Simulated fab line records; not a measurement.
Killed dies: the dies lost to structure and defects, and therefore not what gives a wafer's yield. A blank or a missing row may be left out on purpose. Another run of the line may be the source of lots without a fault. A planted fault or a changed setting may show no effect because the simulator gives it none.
One fault seen from 2 desks / flow sky130 / each desk has only its own numbers; what lay behind them comes last

## TOOL OWNER'S DESK, rie-metal-03
The tool's own readings at SKY_METAL4_METAL_ETCH_18 (etches the open film in Cl2/BCl3, stops on SiO2, target depth 845 nm, time 183.1 s): means of the sampled wafers that have a number, for each lot that ran on this tool. If a lot's mean is further than 4 standard deviations from the usual mean, the lot is out of limits and carries the mark OUT (the distance appears in the brackets).
Columns: A = bcl3-flow-sccm at SKY_METAL4_METAL_ETCH_18, usual 30.01 sccm; B = bias-w at SKY_METAL4_METAL_ETCH_18, usual 48.52 W; C = drypump-motor-current-A at SKY_METAL4_METAL_ETCH_18, usual 5.85 A; D = mfc-cl2-sccm at SKY_METAL4_METAL_ETCH_18, usual 60.03 sccm; E = oes-product-au at SKY_METAL4_METAL_ETCH_18, usual 0.864 a.u.; F = throttle-valve-pct at SKY_METAL4_METAL_ETCH_18, usual 22.263 %
lot=L172; first seen here=day 42 10:44; A=30.01; B=48.44; C=5.90; D=59.97; E=0.866; F=22.263
lot=L174; first seen here=day 43 11:32; A=30.00; B=48.60; C=5.88; D=59.94; E=0.869; F=22.262
lot=L176; first seen here=day 43 21:58; A=29.98; B=48.50; C=5.86; D=60.17; E=0.866; F=22.268
lot=L180; first seen here=day 45 04:01; A=30.00; B=48.58; C=5.92; D=60.01; E=0.864; F=22.261
lot=L181; first seen here=day 45 07:40; A=30.00; B=48.47; C=5.91; D=59.90; E=0.867; F=22.269
lot=L182; first seen here=day 45 08:53; A=29.95; B=48.49; C=5.90; D=59.99; E=0.834 (-4.6) OUT; F=22.257
lot=L183; first seen here=day 45 15:46; A=30.10; B=48.42; C=5.89; D=60.11; E=0.830 (-5.3) OUT; F=22.264
lot=L188; first seen here=day 46 14:44; A=30.06; B=48.58; C=5.93; D=60.02; E=0.843; F=22.265
This desk's verdict: out of limits on L182, L183, starting with L182 at day 45 08:53 (oes-product-au at SKY_METAL4_METAL_ETCH_18). In limits: L172, L174, L176, L180, L181, L188.

## AT THE METROLOGY DESK
Means of the sampled wafers that have a number, per lot and without regard to the tool the lot ran on: this is what the gauges read. If a lot's mean is further than 4 standard deviations from the usual mean, the lot is out of limits and carries the mark OUT (the distance appears in the brackets).
Columns: A = cd-nm at SKY_METAL4_CD_MEAS_13, usual 300.3 nm
lot=L172; first seen here=day 42 10:26; A=299.3
lot=L175; first seen here=day 42 21:31; A=298.8
lot=L174; first seen here=day 43 11:14; A=300.3
lot=L176; first seen here=day 43 21:37; A=301.0
lot=L178; first seen here=day 44 12:28; A=300.9
lot=L179; first seen here=day 44 17:26; A=300.8
lot=L180; first seen here=day 45 03:41; A=298.9
lot=L181; first seen here=day 45 07:22; A=299.5
lot=L182; first seen here=day 45 08:35; A=301.2
lot=L183; first seen here=day 45 15:27; A=302.4
lot=L187; first seen here=day 46 11:55; A=300.0
lot=L188; first seen here=day 46 14:26; A=301.5
lot=L190; first seen here=day 46 19:08; A=299.1
lot=L192; first seen here=day 47 08:11; A=299.5
lot=L193; first seen here=day 48 00:37; A=302.2
This desk's finding: nothing out of limits on any of the 15 lots.

## TAKEN TOGETHER
An alarm could have come from the tool owner's desk at day 45 08:53, on L182, L183.
Nothing out of limits was seen by the metrology desk.
The metrology desk has L182, L183 on record, within its limits.
Of the lots named, all ran SKY_METAL4_METAL_ETCH_18 on rie-metal-03.

## WHAT WAS PUT IN BY THE SIMULATOR
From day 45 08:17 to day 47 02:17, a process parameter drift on rie-metal-03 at SKY_METAL4_METAL_ETCH_18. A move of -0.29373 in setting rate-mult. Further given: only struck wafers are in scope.
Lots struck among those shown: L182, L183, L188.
How many hours passed from the start of the fault until each desk's first out-of-limits reading: the tool owner's desk, 1.
